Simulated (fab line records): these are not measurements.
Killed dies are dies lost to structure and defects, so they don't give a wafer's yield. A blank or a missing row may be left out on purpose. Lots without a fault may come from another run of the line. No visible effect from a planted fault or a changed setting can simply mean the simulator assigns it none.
What tool caused it? || flow gf180mcu || Sampling: 12 lots, 36 wafers, 4 of 602 route steps

WHAT EACH GAUGE READ, for each wafer
GF_DNWELL_TW_MEAS_09. Usual: DNWELL_TW typically reads 1352, with standard deviation 9.4.
{"lot": "L435", "measured": "day 2 19:20", "on": "film_metro-04", "DNWELL_TW": "1354 1359 1355", "flag": ""}
{"lot": "L436", "measured": "day 3 02:07", "on": "film_metro-04", "DNWELL_TW": "1351 1357 1358", "flag": ""}
{"lot": "L437", "measured": "day 3 11:14", "on": "film_metro-04", "DNWELL_TW": "1364 1356 1344", "flag": ""}
{"lot": "L438", "measured": "day 3 15:05", "on": "film_metro-03", "DNWELL_TW": "1334 1340 1341", "flag": ""}
{"lot": "L440", "measured": "day 3 20:01", "on": "film_metro-03", "DNWELL_TW": "1338 1343 1345", "flag": ""}
{"lot": "L441", "measured": "day 4 05:31", "on": "film_metro-04", "DNWELL_TW": "1324 1336 1336", "flag": ""}
{"lot": "L443", "measured": "day 4 16:19", "on": "film_metro-03", "DNWELL_TW": "1357 1356 1348", "flag": ""}
{"lot": "L444", "measured": "day 4 19:43", "on": "film_metro-01", "DNWELL_TW": "1355 1355 1356", "flag": ""}
{"lot": "L446", "measured": "day 5 05:37", "on": "film_metro-04", "DNWELL_TW": "1361 1365 1361", "flag": ""}
{"lot": "L449", "measured": "day 5 21:02", "on": "film_metro-03", "DNWELL_TW": "1346 1333 1348", "flag": ""}
{"lot": "L452", "measured": "day 6 13:19", "on": "film_metro-03", "DNWELL_TW": "1670 1681 1673", "flag": "OFF"}
{"lot": "L455", "measured": "day 7 07:43", "on": "film_metro-01", "DNWELL_TW": "1694 1690 1699", "flag": "OFF"}

GF_PSD_TW_MEAS_11. Usual: PSD_TW typically reads 3183, with standard deviation 27.
{"lot": "L435", "measured": "day 14 06:55", "on": "film_metro-03", "PSD_TW": "3164 3160 3173", "flag": ""}
{"lot": "L436", "measured": "day 14 19:14", "on": "film_metro-01", "PSD_TW": "3161 3194 3179", "flag": ""}
{"lot": "L437", "measured": "day 15 10:47", "on": "film_metro-03", "PSD_TW": "3178 3193 3182", "flag": ""}
{"lot": "L438", "measured": "day 15 21:46", "on": "film_metro-01", "PSD_TW": "3149 3183 3163", "flag": ""}
{"lot": "L440", "measured": "day 16 04:10", "on": "film_metro-01", "PSD_TW": "3176 3169 3186", "flag": ""}
{"lot": "L441", "measured": "day 16 20:55", "on": "film_metro-03", "PSD_TW": "3152 3150 3150", "flag": ""}
{"lot": "L443", "measured": "day 17 13:57", "on": "film_metro-02", "PSD_TW": "3232 3253 3236", "flag": ""}
{"lot": "L444", "measured": "day 17 21:32", "on": "film_metro-01", "PSD_TW": "3174 3182 3177", "flag": ""}
{"lot": "L446", "measured": "day 18 12:35", "on": "film_metro-02", "PSD_TW": "3222 3233 3213", "flag": ""}
{"lot": "L449", "measured": "day 19 09:07", "on": "film_metro-03", "PSD_TW": "3190 3191 3185", "flag": ""}
{"lot": "L452", "measured": "day 20 15:24", "on": "film_metro-03", "PSD_TW": "3146 3145 3163", "flag": ""}
{"lot": "L455", "measured": "day 21 16:59", "on": "film_metro-01", "PSD_TW": "3196 3195 3178", "flag": ""}

EACH LOT AND THE TOOL THAT RAN IT (in order: tool; ch and the chambers of the sampled wafers; start)
{"lot": "L435", "GF_DNWELL_IMPLANT_07": "implanter-02 ch 0, day 2 19:07", "GF_VT_IMPLANT_STRIP_42": "plasma_asher-01 ch 0,1, day 7 13:52"}
{"lot": "L436", "GF_DNWELL_IMPLANT_07": "implanter-02 ch 0, day 3 01:50", "GF_VT_IMPLANT_STRIP_42": "plasma_asher-01 ch 0,1, day 7 23:02"}
{"lot": "L437", "GF_DNWELL_IMPLANT_07": "implanter-01 ch 0, day 3 10:59", "GF_VT_IMPLANT_STRIP_42": "plasma_asher-04 ch 0,1, day 8 11:02"}
{"lot": "L438", "GF_DNWELL_IMPLANT_07": "implanter-02 ch 0, day 3 14:50", "GF_VT_IMPLANT_STRIP_42": "plasma_asher-04 ch 0,1, day 8 18:01"}
{"lot": "L440", "GF_DNWELL_IMPLANT_07": "implanter-02 ch 0, day 3 19:49", "GF_VT_IMPLANT_STRIP_42": "plasma_asher-03 ch 0,1, day 8 23:19"}
{"lot": "L441", "GF_DNWELL_IMPLANT_07": "implanter-02 ch 0, day 4 05:17", "GF_VT_IMPLANT_STRIP_42": "plasma_asher-01 ch 0, day 9 12:23"}
{"lot": "L443", "GF_DNWELL_IMPLANT_07": "implanter-04 ch 0, day 4 16:04", "GF_VT_IMPLANT_STRIP_42": "plasma_asher-01 ch 1, day 10 02:14"}
{"lot": "L444", "GF_DNWELL_IMPLANT_07": "implanter-02 ch 0, day 4 19:28", "GF_VT_IMPLANT_STRIP_42": "plasma_asher-04 ch 0,1, day 10 07:23"}
{"lot": "L446", "GF_DNWELL_IMPLANT_07": "implanter-01 ch 0, day 5 05:22", "GF_VT_IMPLANT_STRIP_42": "plasma_asher-04 ch 0,1, day 10 19:46"}
{"lot": "L449", "GF_DNWELL_IMPLANT_07": "implanter-02 ch 0, day 5 20:49", "GF_VT_IMPLANT_STRIP_42": "plasma_asher-01 ch 0,1, day 11 12:52"}
{"lot": "L452", "GF_DNWELL_IMPLANT_07": "implanter-04 ch 0, day 6 12:46", "GF_VT_IMPLANT_STRIP_42": "plasma_asher-04 ch 0,1, day 12 10:40"}
{"lot": "L455", "GF_DNWELL_IMPLANT_07": "implanter-01 ch 0, day 7 07:08", "GF_VT_IMPLANT_STRIP_42": "plasma_asher-04 ch 0,1, day 13 09:47"}
- GF_DNWELL_IMPLANT_07
- GF_VT_IMPLANT_STRIP_42: strips in O2/N2.

WHAT THE TOOLS THEMSELVES READ (means of the sampled wafers that have a number; where no wafer has one, the mark that the record gives instead)
GF_DNWELL_IMPLANT_07. Usual: beam_on_s 10.02 s, standard deviation 0.19; faraday_current_uA 56.3, standard deviation 1.1; tilt_deg 0.002 degrees, standard deviation 0.024.
{"lot": "L435", "tool": "implanter-02", "beam_on_s (s)": 9.95, "faraday_current_uA": 56.7, "tilt_deg (degrees)": -0.027, "flag": ""}
{"lot": "L436", "tool": "implanter-02", "beam_on_s (s)": 10.23, "faraday_current_uA": 55.4, "tilt_deg (degrees)": 0.029, "flag": ""}
{"lot": "L437", "tool": "implanter-01", "beam_on_s (s)": 10.14, "faraday_current_uA": 55.6, "tilt_deg (degrees)": 0.017, "flag": ""}
{"lot": "L438", "tool": "implanter-02", "beam_on_s (s)": 10.17, "faraday_current_uA": 55.5, "tilt_deg (degrees)": 0.021, "flag": ""}
{"lot": "L440", "tool": "implanter-02", "beam_on_s (s)": 9.90, "faraday_current_uA": 56.8, "tilt_deg (degrees)": 0.006, "flag": ""}
{"lot": "L441", "tool": "implanter-02", "beam_on_s (s)": 10.24, "faraday_current_uA": 55.0, "tilt_deg (degrees)": 0.005, "flag": ""}
{"lot": "L443", "tool": "implanter-04", "beam_on_s (s)": 9.97, "faraday_current_uA": 56.5, "tilt_deg (degrees)": 0.022, "flag": ""}
{"lot": "L444", "tool": "implanter-02", "beam_on_s (s)": 10.21, "faraday_current_uA": 55.2, "tilt_deg (degrees)": -0.004, "flag": ""}
{"lot": "L446", "tool": "implanter-01", "beam_on_s (s)": 9.88, "faraday_current_uA": 57.2, "tilt_deg (degrees)": 0.005, "flag": ""}
{"lot": "L449", "tool": "implanter-02", "beam_on_s (s)": 9.99, "faraday_current_uA": 56.4, "tilt_deg (degrees)": 0.000, "flag": ""}
{"lot": "L452", "tool": "implanter-04", "beam_on_s (s)": 9.93, "faraday_current_uA": 56.8, "tilt_deg (degrees)": 0.024, "flag": ""}
{"lot": "L455", "tool": "implanter-01", "beam_on_s (s)": 10.01, "faraday_current_uA": 56.3, "tilt_deg (degrees)": -0.008, "flag": ""}

GF_VT_IMPLANT_STRIP_42. Usual: chamber_pressure_mTorr 1500.0 mTorr, standard deviation 1.4; drypump_motor_current_A 5.4 A, standard deviation 0.42; heater_power_w 353 W, standard deviation 40; oes_product_au 0.716 a.u., standard deviation 0.005; platen_temp_c 250.02 C, standard deviation 0.18; strip_time_to_endpoint_s 12.63 s, standard deviation 0.031.
{"lot": "L435", "tool": "plasma_asher-01", "chamber_pressure_mTorr (mTorr)": 1498.7, "drypump_motor_current_A (A)": 5.3, "heater_power_w (W)": 379, "oes_product_au (a.u.)": 0.718, "platen_temp_c (C)": 250.06, "strip_time_to_endpoint_s (s)": 12.64, "flag": ""}
{"lot": "L436", "tool": "plasma_asher-01", "chamber_pressure_mTorr (mTorr)": 1499.6, "drypump_motor_current_A (A)": 5.3, "heater_power_w (W)": 386, "oes_product_au (a.u.)": 0.716, "platen_temp_c (C)": 249.97, "strip_time_to_endpoint_s (s)": 12.67, "flag": ""}
{"lot": "L437", "tool": "plasma_asher-04", "chamber_pressure_mTorr (mTorr)": 1500.1, "drypump_motor_current_A (A)": 5.3, "heater_power_w (W)": 354, "oes_product_au (a.u.)": 0.712, "platen_temp_c (C)": 250.06, "strip_time_to_endpoint_s (s)": 12.63, "flag": ""}
{"lot": "L438", "tool": "plasma_asher-04", "chamber_pressure_mTorr (mTorr)": 1499.3, "drypump_motor_current_A (A)": 5.4, "heater_power_w (W)": 353, "oes_product_au (a.u.)": 0.719, "platen_temp_c (C)": 249.81, "strip_time_to_endpoint_s (s)": 12.64, "flag": ""}
{"lot": "L440", "tool": "plasma_asher-03", "chamber_pressure_mTorr (mTorr)": 1499.5, "drypump_motor_current_A (A)": 6.3, "heater_power_w (W)": 336, "oes_product_au (a.u.)": 0.717, "platen_temp_c (C)": 249.86, "strip_time_to_endpoint_s (s)": 12.64, "flag": ""}
{"lot": "L441", "tool": "plasma_asher-01", "chamber_pressure_mTorr (mTorr)": 1500.0, "drypump_motor_current_A (A)": 5.0, "heater_power_w (W)": 359, "oes_product_au (a.u.)": 0.717, "platen_temp_c (C)": 250.06, "strip_time_to_endpoint_s (s)": 12.59, "flag": ""}
{"lot": "L443", "tool": "plasma_asher-01", "chamber_pressure_mTorr (mTorr)": 1500.7, "drypump_motor_current_A (A)": 5.4, "heater_power_w (W)": 390, "oes_product_au (a.u.)": 0.724, "platen_temp_c (C)": 250.06, "strip_time_to_endpoint_s (s)": 12.64, "flag": ""}
{"lot": "L444", "tool": "plasma_asher-04", "chamber_pressure_mTorr (mTorr)": 1499.8, "drypump_motor_current_A (A)": 5.3, "heater_power_w (W)": 358, "oes_product_au (a.u.)": 0.720, "platen_temp_c (C)": 250.12, "strip_time_to_endpoint_s (s)": 12.63, "flag": ""}
{"lot": "L446", "tool": "plasma_asher-04", "chamber_pressure_mTorr (mTorr)": 1499.3, "drypump_motor_current_A (A)": 5.3, "heater_power_w (W)": 355, "oes_product_au (a.u.)": 0.713, "platen_temp_c (C)": 250.23, "strip_time_to_endpoint_s (s)": 12.60, "flag": ""}
{"lot": "L449", "tool": "plasma_asher-01", "chamber_pressure_mTorr (mTorr)": 1500.8, "drypump_motor_current_A (A)": 5.1, "heater_power_w (W)": 367, "oes_product_au (a.u.)": 0.716, "platen_temp_c (C)": 250.18, "strip_time_to_endpoint_s (s)": 12.61, "flag": ""}
{"lot": "L452", "tool": "plasma_asher-04", "chamber_pressure_mTorr (mTorr)": 1500.3, "drypump_motor_current_A (A)": 5.3, "heater_power_w (W)": 355, "oes_product_au (a.u.)": 0.714, "platen_temp_c (C)": 249.98, "strip_time_to_endpoint_s (s)": 12.64, "flag": ""}
{"lot": "L455", "tool": "plasma_asher-04", "chamber_pressure_mTorr (mTorr)": 1502.0, "drypump_motor_current_A (A)": 5.4, "heater_power_w (W)": 348, "oes_product_au (a.u.)": 0.716, "platen_temp_c (C)": 249.96, "strip_time_to_endpoint_s (s)": 12.60, "flag": ""}

THE ANSWER, worked out from the rows above alone
Rule: a lot counts as off when the mean over its wafers that have a number is more than 3 standard deviations away from the usual mean. Also off: a lot with no number at a reading for which 4 or more lots have one. All remaining lots with rows at the step are treated as sound. The gauges are gone through in route order, then the tools' own readings, and for those a lot's mean is taken as printed above. At the first step where some lot is off, the reading lying furthest off is the one used; lots without a number count as furthest.
Off: at GF_DNWELL_TW_MEAS_09 (DNWELL_TW), L452, L455.
If a tool, at a process step before that reading, ran all the lots that are off and no sound lot after the first of them, it fits. Gauges at GF_DNWELL_TW_MEAS_09: tried the same way as those tools. No candidate that was tried fits.

WHAT THE SIMULATOR HAD PUT IN
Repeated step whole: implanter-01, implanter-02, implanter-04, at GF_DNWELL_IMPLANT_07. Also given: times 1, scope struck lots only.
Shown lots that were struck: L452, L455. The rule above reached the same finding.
